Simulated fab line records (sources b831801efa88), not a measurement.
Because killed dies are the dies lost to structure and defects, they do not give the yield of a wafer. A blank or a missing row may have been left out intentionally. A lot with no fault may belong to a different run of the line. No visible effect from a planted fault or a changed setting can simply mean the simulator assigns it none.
The same fault as seen by 2 desks | flow sky130 | each desk holds nothing but its own numbers, with what lay behind them at the end

## AT THE TOOL OWNER'S DESK: implanter-01
For each lot that ran on this tool, the mean over its sampled wafers that have a number, from the tool's own readings at SKY_LDD_N_IMPLANT_09. If a lot's mean is further than 4 standard deviations from the usual mean, the lot is out of limits and carries the mark OUT (the distance appears in the brackets).
Columns: A = beamEnergyKeV at SKY_LDD_N_IMPLANT_09, usual 20.001
lot  | first seen here | A
L827 | day 20 04:34    | 20.000
L828 | day 20 15:10    | 19.989
L832 | day 21 22:31    | 16.993 (-99 or more) OUT
L833 | day 22 09:01    | 16.981 (-99 or more) OUT
Finding of this desk: L832, L833 out of limits; the first was L832 at day 21 22:31, on beamEnergyKeV at SKY_LDD_N_IMPLANT_09. L827, L828: within limits.

## FROM THE METROLOGY DESK
What the gauges read for every lot (on any tool): the sampled wafers with a number, averaged. If a lot's mean is further than 4 standard deviations from the usual mean, the lot is out of limits and carries the mark OUT (the distance appears in the brackets).
Columns: A = POLY_GATE_OXIDATION_THK at SKY_POLY_GATE_THK_MEAS_21, usual 4.00 nm; B = cdNm at SKY_POLY_GATE_CD_MEAS_22, usual 150 nm; C = LDD_N_OVL at SKY_LDD_N_OVL_MEAS_07, usual 1.0 nm
lot  | first seen here | A    | B   | C
L827 | day 18 21:26    | 4.05 | 151 | 2.0
L828 | day 19 08:43    | 4.05 | 152 | 0.4
L832 | day 20 15:53    | 3.98 | 151 | -0.5
L833 | day 21 02:15    | 4.05 | 152 | -0.2
L835 | day 21 05:14    | 3.98 | 150 | -0.7
L836 | day 21 14:23    | 3.99 | 150 | 0.5
Finding of this desk: none of the 6 lots has anything out of limits.

## PUT TOGETHER
On L832, L833, at day 21 22:31, an alarm was possible from the tool owner's desk.
Nothing out of limits was seen by the metrology desk.
The metrology desk has L832, L833 on record, within its limits.
On implanter-01, each named lot ran SKY_LDD_N_IMPLANT_09.

## WHAT HAD BEEN PUT IN BY THE SIMULATOR
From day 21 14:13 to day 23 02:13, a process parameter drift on implanter-01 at SKY_LDD_N_IMPLANT_09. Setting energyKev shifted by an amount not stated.
Struck lots among those shown: L832, L833.
Hours from the fault's start to each desk's first reading out of limits: the tool owner's desk, 8.
